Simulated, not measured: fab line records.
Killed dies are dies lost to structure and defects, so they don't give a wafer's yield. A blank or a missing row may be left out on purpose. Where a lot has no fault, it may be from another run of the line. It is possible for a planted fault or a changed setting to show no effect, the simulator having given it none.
The tool behind it: which one? ; flow gf180mcu ; 14 lots with 42 wafers sampled at 2 steps, on a route of 602 steps

== WHAT THE GAUGES SHOWED, per wafer ==
GF_V5_OVL_MEAS_15. Usual: V5_OVL typically reads -2 nm, with standard deviation 4.7.
lot;measured;on;V5_OVL (nm);flag
L120;day 27 05:25;overlay-01;-1 0 4;
L122;day 28 01:10;overlay-01;4 6 6;
L126;day 29 03:55;overlay-01;-6 -4 -1;
L129;day 29 23:37;overlay-01;2 1 0;
L131;day 30 11:52;overlay-01;2 5 -3;
L132;day 31 00:34;overlay-02;-12 -7 -5;
L133;day 31 05:13;overlay-01;-2 0 -2;
L134;day 31 10:52;overlay-02;-2 -5 -10;
L136;day 31 22:58;overlay-01;-1 -10 -5;
L139;day 32 17:07;overlay-02;-9 0 -4;
L140;day 32 23:53;overlay-01;0 -1 -2;
L141;day 33 05:10;overlay-02;-4 -1 -7;
L142;day 33 07:01;overlay-01;0 -5 -3;
L143;day 33 13:16;overlay-01;1 4 3;

== WHAT TOOL EACH LOT RAN ON (gives the tool, then ch and the chambers of the sampled wafers, and finally the start) ==
lot;GF_SAB_CVD_00
L120;pecvd-02 ch 0,2, day 14 07:14
L122;pecvd-04 ch 0,1, day 15 02:32
L126;pecvd-01 ch 0,1,2, day 16 07:35
L129;pecvd-01 ch 0,1, day 17 08:52
L131;pecvd-01 ch 0,1,2, day 18 02:05
L132;pecvd-04 ch 0,1,2, day 18 16:43
L133;pecvd-04 ch 0,1,2, day 18 21:51
L134;pecvd-02 ch 0,1, day 19 05:23
L136;pecvd-02 ch 1,2, day 19 21:23
L139;pecvd-02 ch 1,2, day 21 02:02
L140;pecvd-04 ch 0,1, day 21 09:31
L141;pecvd-01 ch 0,1,2, day 21 19:02
L142;pecvd-04 ch 0,1,2, day 21 21:11
L143;pecvd-02 ch 1,2, day 22 07:56
- GF_SAB_CVD_00: deposits SiO2 from TEOS, target thk 50 nm, time 4.9302 s.

== WHAT THE TOOLS THEMSELVES READ (means of the sampled wafers that have a number; where no wafer has one, the mark that the record gives instead) ==
GF_SAB_CVD_00. Usual: heater power w at 667 W, with a standard deviation of 59.
lot;tool;heater power w (W);flag
L120;pecvd-02;749;
L122;pecvd-04;630;
L126;pecvd-01;644;
L129;pecvd-01;689;
L131;pecvd-01;639;
L132;pecvd-04;657;
L133;pecvd-04;675;
L134;pecvd-02;677;
L136;pecvd-02;654;
L139;pecvd-02;675;
L140;pecvd-04;591;
L141;pecvd-01;684;
L142;pecvd-04;667;
L143;pecvd-02;686;

== THE ANSWER, worked out from the rows above alone ==
Rule: take the mean of a lot's wafers that have a number; if it is more than 3 standard deviations from the usual mean, the lot is off. A lot without any number at a reading at which 4 lots or more have one is off too. All remaining lots with rows at the step are treated as sound. Order of review: gauges by route order, followed by the tools' own readings, for which a lot's mean as printed above is used. At the first step where some lot is off, the reading lying furthest off is the one used; lots without a number count as furthest.
No lot is off at any reading shown: from this, nothing can be told.

== WHAT WAS PUT IN BY THE SIMULATOR ==
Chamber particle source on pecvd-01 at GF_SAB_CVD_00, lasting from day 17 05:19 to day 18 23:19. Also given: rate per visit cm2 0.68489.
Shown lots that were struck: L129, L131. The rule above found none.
